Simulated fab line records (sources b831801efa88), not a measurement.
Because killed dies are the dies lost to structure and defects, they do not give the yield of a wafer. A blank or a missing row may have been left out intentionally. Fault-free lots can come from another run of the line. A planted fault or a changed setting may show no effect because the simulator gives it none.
The tool behind it: which one? + flow sky130 + 39 wafers from 13 lots sampled at 3 of the route's 708 steps

== WHAT THE GAUGES SHOWED, per wafer ==
SKY_METAL3_CD_MEAS_13: the cd target is 300 nm.
| lot  | measured     | on        | cd_nm (nm)        |
|------|--------------|-----------|-------------------|
| L691 | day 38 12:28 | cd_sem-02 | 300.0 299.1 300.2 |
| L692 | day 38 17:40 | cd_sem-01 | 298.9 298.3 298.1 |
| L693 | day 39 11:08 | cd_sem-02 | 300.2 301.2 301.7 |
| L697 | day 40 19:04 | cd_sem-01 | 298.3 299.3 299.0 |
| L696 | day 40 20:46 | cd_sem-01 | 302.5 300.9 300.7 |
| L698 | day 40 21:11 | cd_sem-01 | 300.1 298.2 299.6 |
| L703 | day 42 05:10 | cd_sem-02 | 299.6 300.4 300.3 |
| L707 | day 43 07:44 | cd_sem-01 | 300.4 300.6 299.6 |
| L708 | day 43 14:54 | cd_sem-01 | 301.9 302.5 301.6 |
| L710 | day 43 23:07 | cd_sem-01 | 300.6 299.3 299.2 |
| L711 | day 44 04:20 | cd_sem-01 | 301.3 300.1 300.1 |
| L713 | day 45 05:56 | cd_sem-01 | 299.4 300.0 299.6 |
| L714 | day 45 06:29 | cd_sem-01 | 300.1 300.3 299.3 |

SKY_CAP2M_OVL_MEAS_12.
| lot  | measured     | on         | CAP2M_OVL (nm) |
|------|--------------|------------|----------------|
| L691 | day 40 16:49 | overlay-02 | 0.8 0.5 1.0    |
| L692 | day 40 21:51 | overlay-01 | -1.1 -0.1 0.2  |
| L693 | day 41 13:51 | overlay-01 | 0.1 -0.2 -0.9  |
| L697 | day 42 21:14 | overlay-01 | -1.7 -3.6 -3.2 |
| L696 | day 42 22:46 | overlay-02 | -1.6 -1.4 -0.7 |
| L698 | day 42 23:42 | overlay-01 | -0.7 -1.1 -0.7 |
| L703 | day 44 07:13 | overlay-02 | -0.4 -2.2 -0.1 |
| L707 | day 45 07:51 | overlay-02 | -1.2 -0.8 -1.5 |
| L708 | day 45 14:05 | overlay-02 | 3.6 1.9 2.1    |
| L710 | day 45 21:37 | overlay-02 | 0.6 0.1 1.2    |
| L711 | day 46 01:49 | overlay-01 | -2.2 -1.4 -0.6 |
| L713 | day 47 04:09 | overlay-02 | -1.3 -1.9 -2.6 |
| L714 | day 47 04:47 | overlay-02 | -2.7 -3.3 -3.1 |

== EACH LOT AND THE TOOL THAT RAN IT (in order: tool; ch and the chambers of the sampled wafers; start) ==
| lot  | SKY_VIA3_CVD_21               |
|------|-------------------------------|
| L691 | cvd_w-01 ch 0,1, day 39 15:21 |
| L692 | cvd_w-01 ch 0, day 39 20:46   |
| L693 | cvd_w-01 ch 0,1, day 40 13:14 |
| L697 | cvd_w-01 ch 0,1, day 41 20:55 |
| L696 | cvd_w-02 ch 0,1, day 41 22:25 |
| L698 | cvd_w-02 ch 0,1, day 41 23:38 |
| L703 | cvd_w-02 ch 0,1, day 43 07:02 |
| L707 | cvd_w-02 ch 0,1, day 44 09:37 |
| L708 | cvd_w-02 ch 0,1, day 44 15:34 |
| L710 | cvd_w-01 ch 0,1, day 44 23:49 |
| L711 | cvd_w-02 ch 0,1, day 45 04:37 |
| L713 | cvd_w-01 ch 0,1, day 46 06:31 |
| L714 | cvd_w-02 ch 0,1, day 46 07:18 |
- SKY_VIA3_CVD_21: deposits W, target thk 390 nm, time 117.31 s.

== WHAT THE TOOLS THEMSELVES READ (means of the sampled wafers that have a number; where no wafer has one, the mark that the record gives instead) ==
SKY_VIA3_CVD_21.
| lot  | tool     | heater_power_w (W) |
|------|----------|--------------------|
| L691 | cvd_w-01 | 821                |
| L692 | cvd_w-01 | 668                |
| L693 | cvd_w-01 | 840                |
| L697 | cvd_w-01 | 830                |
| L696 | cvd_w-02 | 739                |
| L698 | cvd_w-02 | 739                |
| L703 | cvd_w-02 | 741                |
| L707 | cvd_w-02 | 746                |
| L708 | cvd_w-02 | 744                |
| L710 | cvd_w-01 | 832                |
| L711 | cvd_w-02 | 728                |
| L713 | cvd_w-01 | 835                |
| L714 | cvd_w-02 | 742                |

== THE ANSWER, worked out from the rows above alone ==
Rule: what is usual is taken from the lots themselves. Put in order of their means at a reading, lots are off if they are a third of the lots or fewer, leave a main group of 4 or more, and stand apart from it by a gap of 3 or more times the standard deviation of the main group's means; of several such gaps the widest counts. A main group whose means are all the same, to the digits that the tables above print for the reading, isn't used. Also off: a lot with no number at a reading for which 4 or more lots have one. The other lots that the step has rows for count as sound. First the gauges in route order, then the tools' own readings, where a lot's mean is used as printed above. The first step at which some lot is off is used, and at that step the reading that is off furthest; a lot without a number counts as furthest.
Nothing can be told from this: no lot is off at any reading shown.

== WHAT WAS PUT IN BY THE SIMULATOR ==
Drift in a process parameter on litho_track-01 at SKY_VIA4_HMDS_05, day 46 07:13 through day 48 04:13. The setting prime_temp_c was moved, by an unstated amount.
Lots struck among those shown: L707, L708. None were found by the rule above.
